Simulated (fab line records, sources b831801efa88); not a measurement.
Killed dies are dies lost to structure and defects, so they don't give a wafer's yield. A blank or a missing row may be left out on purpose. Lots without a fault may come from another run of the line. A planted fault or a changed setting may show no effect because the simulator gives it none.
One fault seen from 2 desks | flow gf180mcu | each desk has only its own numbers; what lay behind them comes last

THE TOOL OWNER'S DESK: pecvd-03
The tool's own readings at GF_SAB_CVD_00 (deposits SiO2 from TEOS, target thk 50 nm, time 4.9302 s): means of the sampled wafers that have a number, for each lot that ran on this tool. A lot is out of limits, marked OUT, if its mean lies more than 4 standard deviations from the usual mean; the brackets give that distance.
Columns: A = heater_power_w at GF_SAB_CVD_00, usual 702 W
lot  | first seen here | A
L334 | day 14 02:49    | 802
L337 | day 15 04:49    | 753
L346 | day 18 12:10    | 827
L348 | day 19 08:49    | 746
L354 | day 21 12:10    | 888
This desk's finding: nothing out of limits on any of the 5 lots.

THE METROLOGY DESK
What the gauges read, lot by lot, whatever tool the lot ran on: means of the sampled wafers that have a number. A lot is out of limits, marked OUT, if its mean lies more than 4 standard deviations from the usual mean; the brackets give that distance.
Columns: A = POLY_GATE_OVL at GF_POLY_GATE_OVL_MEAS_11, usual -3 nm; B = SAB_CVD_00_THK at GF_SAB_THK_MEAS_01, usual 50.0 nm; C = CONTACT_CVD_02_THK at GF_CONTACT_THK_MEAS_03, usual 865 nm
lot  | first seen here | A  | B    | C
L334 | day 9 03:01     | -1 | 49.7 | 851
L336 | day 9 19:28     | 1  | 50.3 | 870
L337 | day 10 00:39    | -7 | 50.1 | 868
L338 | day 10 11:28    | -2 | 50.2 | 871
L339 | day 10 16:57    | 1  | 49.7 | 854
L340 | day 11 00:05    | -2 | 50.5 | 861
L341 | day 11 09:24    | 4  | 50.3 | 859
L344 | day 12 05:16    | 2  | 50.6 | 873
L346 | day 12 17:58    | 1  | 48.7 | 858
L347 | day 13 00:02    | -6 | 49.6 | 871
L348 | day 13 07:53    | -4 | 49.5 | 864
L354 | day 15 06:53    | -5 | 52.2 | 871
L357 | day 16 02:23    | -3 | 49.7 | 866
This desk's finding: nothing out of limits on any of the 13 lots.

PUT TOGETHER
The tool owner's desk saw nothing out of limits.
The metrology desk saw nothing out of limits.

WHAT THE SIMULATOR HAD PUT IN
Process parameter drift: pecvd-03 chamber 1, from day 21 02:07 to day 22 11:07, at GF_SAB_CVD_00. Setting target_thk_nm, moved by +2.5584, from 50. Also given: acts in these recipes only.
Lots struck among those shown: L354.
